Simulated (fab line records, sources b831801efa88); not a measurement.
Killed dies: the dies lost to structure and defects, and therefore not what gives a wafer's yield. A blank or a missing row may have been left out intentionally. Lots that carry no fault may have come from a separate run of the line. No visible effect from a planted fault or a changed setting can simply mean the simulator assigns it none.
Matching of chambers :: flow gf180mcu :: GF_V2_CVD_02 on pecvd-04 has 3 sister chambers
The step deposits SiO2 from TEOS, target thk 850 nm, time 94.851 s. 6 wafers are shown with their chamber, then 8 later ones without.

## WAFERS, EACH WITH ITS CHAMBER
wafer: L091.5
chamber: 2
heaterPowerW (W): 1014

wafer: L092.6
chamber: 1
heaterPowerW (W): 548

wafer: L094.2
chamber: 2
heaterPowerW (W): 989

wafer: L094.3
chamber: 0
heaterPowerW (W): 540

wafer: L094.6
chamber: 1
heaterPowerW (W): 551

wafer: L095.2
chamber: 0
heaterPowerW (W): 519

## WAFERS MISSING THEIR CHAMBER
wafer: L095.4
heaterPowerW (W): 931

wafer: L095.5
heaterPowerW (W): 458

wafer: L096.3
heaterPowerW (W): 599

wafer: L096.4
heaterPowerW (W): 458

wafer: L096.6
heaterPowerW (W): 956

wafer: L097.4
heaterPowerW (W): 523

wafer: L097.5
heaterPowerW (W): 580

wafer: L097.6
heaterPowerW (W): 798

## THE CHAMBER EACH PASSED THROUGH
wafer: L095.4
from the rows above: 2
in truth: 2

wafer: L095.5
from the rows above: can't be placed: 0 or 1
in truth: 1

wafer: L096.3
from the rows above: can't be placed: 1 or 0
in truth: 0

wafer: L096.4
from the rows above: can't be placed: 0 or 1
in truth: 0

wafer: L096.6
from the rows above: 2
in truth: 2

wafer: L097.4
from the rows above: can't be placed: 0 or 1
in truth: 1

wafer: L097.5
from the rows above: can't be placed: 1 or 0
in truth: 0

wafer: L097.6
from the rows above: 2
in truth: 2
3 of 8 placed correctly. Can't be placed from these rows: 5 (the true chamber is among the candidates in 5). 0 placed wrongly.
How it was worked out, from the rows above alone: a wafer's distance from a chamber is the root of the sum, over the readings, of the square of ((its reading less the chamber's mean) divided by the reading's scatter). If the next closest chamber is less than 2 further off than the closest, the wafer can't be placed; otherwise it belongs to the closest. A chamber's mean is the mean of its shown wafers. The scatter: take each reading less its chamber's mean, square it, sum over the shown wafers, divide by the number of wafers less the number of chambers, and take the root.
